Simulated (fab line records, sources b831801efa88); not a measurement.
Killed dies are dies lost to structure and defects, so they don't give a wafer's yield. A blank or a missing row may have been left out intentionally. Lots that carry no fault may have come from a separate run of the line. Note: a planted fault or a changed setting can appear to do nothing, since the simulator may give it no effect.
Problem report, 8D (eight disciplines) form, completed by code + flow sky130 + the parts of the form that need people (team, actions taken, sign-off) are left out

## 1. WHAT WENT WRONG
At SKY_METAL4_ETCH_16, run length s averages 97.7 s over 6 wafers from 2 lots, while fault-free wafers read 116.3 s, standard deviation 0.4. Relative to the usual mean, that is a shift of -47 standard deviations.
The step: etches BARC in N2/H2, stops on SiO2, time 88.2 s, target depth 60 nm.
First seen on wafer L930.1, day 46 10:13, on rie metal-04. The record has a number at this step for 18 wafers belonging to 6 lots. The rule behind "out" and "out of limits": a value lying over 4 standard deviations away from the usual mean. The other wafers with a number count as sound.

## 2. WHAT IT IS; WHAT IT IS NOT
| question                    | is                           | is not                                                                   |
|-----------------------------|------------------------------|--------------------------------------------------------------------------|
| which readings at this step | run length s, oes product au | drypump motor current A                                                  |
| which lots                  | L930, L932                   | L919, L924, L935, L936                                                   |
| which wafers of those lots  | all that have a number       | -                                                                        |
| read on which tools         | rie metal-04                 | rie metal-03                                                             |
| when                        | from day 46 10:13            | up to then (6 sound wafers); but 6 sound wafers of L935, L936 came after |

## 3. WHAT RULES OUT EACH SUSPECT
Counting: a tool at any process step up to the reading remains a suspect when it ran all the lots that are out and ran no sound lot after the first of those.
- rie metal-04 at SKY_METAL4_DESCUM_15 (chemistry O2, time 8 s): kept. It ran every lot that is out, first L930 (day 46 10:11), and no sound lot after that; its last sound lot up to then is L924 (day 44 14:29).
- rie metal-04 at SKY_METAL4_ETCH_16 (etches BARC in N2/H2, stops on SiO2, time 88.2 s, target depth 60 nm): kept. It ran every lot that is out, first L930 (day 46 10:13), and no sound lot after that; its last sound lot up to then is L924 (day 44 14:31). On those wafers its own readings are out: oes product au, run length s.
Remaining after the count are rie metal-04 at SKY_METAL4_DESCUM_15 and rie metal-04 at SKY_METAL4_ETCH_16.

## 4. THE CAUSE (what the simulator had put in)
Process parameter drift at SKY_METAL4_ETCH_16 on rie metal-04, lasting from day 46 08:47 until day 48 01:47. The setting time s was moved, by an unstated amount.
Counting leaves 2 suspects; this tool is one of them.

## 5. THE CHAIN OF EFFECTS, in route order
Rows list readings where the struck wafers' mean (over those with a number) sits beyond 3 standard deviations from the usual. Only readings whose record carries a usual standard deviation are examined. hours: median over the lots of the time between each lot's start at the first step of this table that gives one and its start at this step. sigmas: the change, counted in usual standard deviations.
| hours | step               | reading        | usual      | on struck wafers | change | sigmas |
|-------|--------------------|----------------|------------|------------------|--------|--------|
| 0     | SKY_METAL4_ETCH_16 | oes product au | 0.626 a.u. | 0.747            | +0.121 | +26    |
| 0     | SKY_METAL4_ETCH_16 | run length s   | 116.3 s    | 97.7             | -18.6  | -47    |
The process steps in it:
- SKY_METAL4_ETCH_16: etches BARC in N2/H2, stops on SiO2, time 88.2 s, target depth 60 nm.

## 6. HOW IT WOULD HAVE BEEN CAUGHT EARLIER
In this record the first reading out of limits was taken at day 46 10:13, 1 hour after the fault began at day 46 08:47.
